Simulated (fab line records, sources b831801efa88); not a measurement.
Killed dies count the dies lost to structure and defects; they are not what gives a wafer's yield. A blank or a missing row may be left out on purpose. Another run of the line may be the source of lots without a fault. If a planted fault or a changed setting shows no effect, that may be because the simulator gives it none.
The tool behind it: which one? -- flow sky130 -- 36 wafers from 12 lots sampled at 5 of the route's 708 steps

== WHAT THE GAUGES SHOWED, per wafer ==
SKY_CONTACT_OVL_MEAS_15.
lot,measured,on,CONTACT_OVL (nm)
L208,day 31 23:36,overlay-01,-2 3 5
L209,day 32 03:20,overlay-01,-8 -7 -6
L210,day 32 13:53,overlay-01,2 -2 -9
L212,day 33 05:45,overlay-02,3 4 -2
L213,day 33 10:14,overlay-01,6 4 5
L215,day 34 05:32,overlay-01,-5 -1 0
L216,day 34 19:24,overlay-01,7 2 0
L218,day 35 06:37,overlay-02,-2 3 -4
L219,day 35 11:44,overlay-02,6 5 5
L224,day 36 23:50,overlay-02,4 0 -11
L225,day 37 01:44,overlay-02,0 -4 2
L229,day 38 15:29,overlay-02,-6 -2 -7

SKY_CONTACT_THK_MEAS_26: measures by xrf.
lot,measured,on,CONTACT_W_THK (nm)
L208,day 32 00:39,film-metro-04,339 338 343
L209,day 32 04:24,film-metro-02,345 347 338
L210,day 32 14:59,film-metro-02,340 343 341
L212,day 33 06:49,film-metro-04,338 341 343
L213,day 33 11:20,film-metro-02,338 344 343
L215,day 34 06:44,film-metro-04,343 344 344
L216,day 34 20:30,film-metro-02,336 331 334
L218,day 35 07:40,film-metro-02,341 341 335
L219,day 35 12:47,film-metro-02,338 338 343
L224,day 37 00:54,film-metro-04,338 341 336
L225,day 37 02:48,film-metro-02,331 332 331
L229,day 38 16:34,film-metro-01,345 349 352

SKY_VIA1_THK_MEAS_01.
lot,measured,on,VIA1_HDPCVD_THK (nm)
L208,day 33 05:13,film-metro-01,1036 1031 1029
L209,day 33 08:33,film-metro-03,1039 1040 1029
L210,day 33 20:07,film-metro-01,1030 1034 1047
L212,day 34 10:35,film-metro-01,1032 1039 1042
L213,day 34 15:48,film-metro-04,1027 1021 1035
L215,day 35 10:38,film-metro-03,1033 1028 1021
L216,day 36 00:07,film-metro-01,1018 1024 1031
L218,day 36 11:23,film-metro-01,1048 1039 1045
L219,day 36 16:58,film-metro-01,1038 1029 1033
L224,day 38 04:04,film-metro-03,1545 1042 1544 1545 1041 1545
L225,day 38 06:16,film-metro-03,1026 1552 1023 1025 1553 1023
L229,day 39 18:05,film-metro-03,1012 1016 1009

== TOOL THAT RAN EACH LOT (tool first, then ch and the chambers of the sampled wafers, then the start) ==
lot,SKY_CONTACT_ETCH_17,SKY_VIA1_HDPCVD_00
L208,"rie-diel-04 ch 2,3, day 31 23:41","hdpcvd-02 ch 0,2, day 33 05:06"
L209,"rie-diel-03 ch 1,2,3, day 32 03:25","hdpcvd-01 ch 0,1, day 33 08:26"
L210,"rie-diel-01 ch 2,3, day 32 13:58","hdpcvd-02 ch 0,1,2, day 33 20:00"
L212,"rie-diel-01 ch 0,3, day 33 05:49","hdpcvd-02 ch 1,2, day 34 10:26"
L213,"rie-diel-04 ch 0,2,3, day 33 10:19","hdpcvd-02 ch 0,1, day 34 15:41"
L215,"rie-diel-04 ch 0, day 34 05:38","hdpcvd-01 ch 0,1,2, day 35 10:31"
L216,"rie-diel-04 ch 0,1,3, day 34 19:28","hdpcvd-02 ch 0,1,2, day 36 00:02"
L218,"rie-diel-03 ch 0,2,3, day 35 06:41","hdpcvd-02 ch 1,2, day 36 11:16"
L219,"rie-diel-03 ch 0,3, day 35 11:49","hdpcvd-01 ch 1,2, day 36 16:51"
L224,"rie-diel-04 ch 0,1,2, day 36 23:55","hdpcvd-02 ch 0,1, day 38 03:56"
L225,"rie-diel-04 ch 0,1,2, day 37 01:49","hdpcvd-02 ch 0,2, day 38 06:09"
L229,"rie-diel-01 ch 0,1,2, day 38 15:34","hdpcvd-01 ch 1,2, day 39 17:58"
- SKY_CONTACT_ETCH_17: etches SiO2 in C4F8/O2/Ar, stops on Si3N4, target depth 340 nm.
- SKY_VIA1_HDPCVD_00: deposits SiO2, target thk 1030 nm, time 171.7 s.

== WHAT THE TOOLS THEMSELVES READ (means of the sampled wafers that have a number; where no wafer has one, the mark that the record gives instead) ==
SKY_CONTACT_ETCH_17.
lot,tool,oes-product-au (a.u.)
L208,rie-diel-04,0.886
L209,rie-diel-03,0.893
L210,rie-diel-01,0.894
L212,rie-diel-01,0.893
L213,rie-diel-04,0.893
L215,rie-diel-04,0.891
L216,rie-diel-04,0.896
L218,rie-diel-03,0.892
L219,rie-diel-03,0.891
L224,rie-diel-04,0.889
L225,rie-diel-04,0.894
L229,rie-diel-01,0.889

SKY_VIA1_HDPCVD_00.
lot,tool,sih4-flow-sccm (sccm)
L208,hdpcvd-02,59.93
L209,hdpcvd-01,59.96
L210,hdpcvd-02,59.94
L212,hdpcvd-02,60.23
L213,hdpcvd-02,59.92
L215,hdpcvd-01,60.05
L216,hdpcvd-02,59.96
L218,hdpcvd-02,59.94
L219,hdpcvd-01,59.97
L224,hdpcvd-02,80.06
L225,hdpcvd-02,70.03
L229,hdpcvd-01,59.93

== THE ANSWER, worked out from the rows above alone ==
Rule: the usual values come from the lots themselves. Put in order of their means at a reading, lots are off if they are a third of the lots or fewer, leave a main group of 4 or more, and stand apart from it by a gap of 3 or more times the standard deviation of the main group's means; of several such gaps the widest counts. If all means in a main group match to the digits the tables above print for the reading, that group is not used. Also off: a lot with no number at a reading for which 4 or more lots have one. The other lots that the step has rows for count as sound. The gauges are gone through in route order, then the tools' own readings, and for those a lot's mean is taken as printed above. The first step at which some lot is off is used, and at that step the reading that is off furthest; a lot without a number counts as furthest.
Off: L224, L225, seen at SKY_VIA1_THK_MEAS_01 (VIA1_HDPCVD_THK). The main group has a mean of 1031 nm with a standard deviation of 8.4.
A tool fits if, at a process step before that reading, it ran every lot that is off, and no sound lot after the first of them. Not tried: the gauges at SKY_VIA1_THK_MEAS_01; whatever is off there is also off at SKY_VIA1_HDPCVD_00, on other tools, and gauge error can't account for it. 2 tools fit, rie-diel-04 at SKY_CONTACT_ETCH_17 and hdpcvd-02 at SKY_VIA1_HDPCVD_00, so this cannot tell which one it is.

== WHAT THE SIMULATOR HAD INSERTED ==
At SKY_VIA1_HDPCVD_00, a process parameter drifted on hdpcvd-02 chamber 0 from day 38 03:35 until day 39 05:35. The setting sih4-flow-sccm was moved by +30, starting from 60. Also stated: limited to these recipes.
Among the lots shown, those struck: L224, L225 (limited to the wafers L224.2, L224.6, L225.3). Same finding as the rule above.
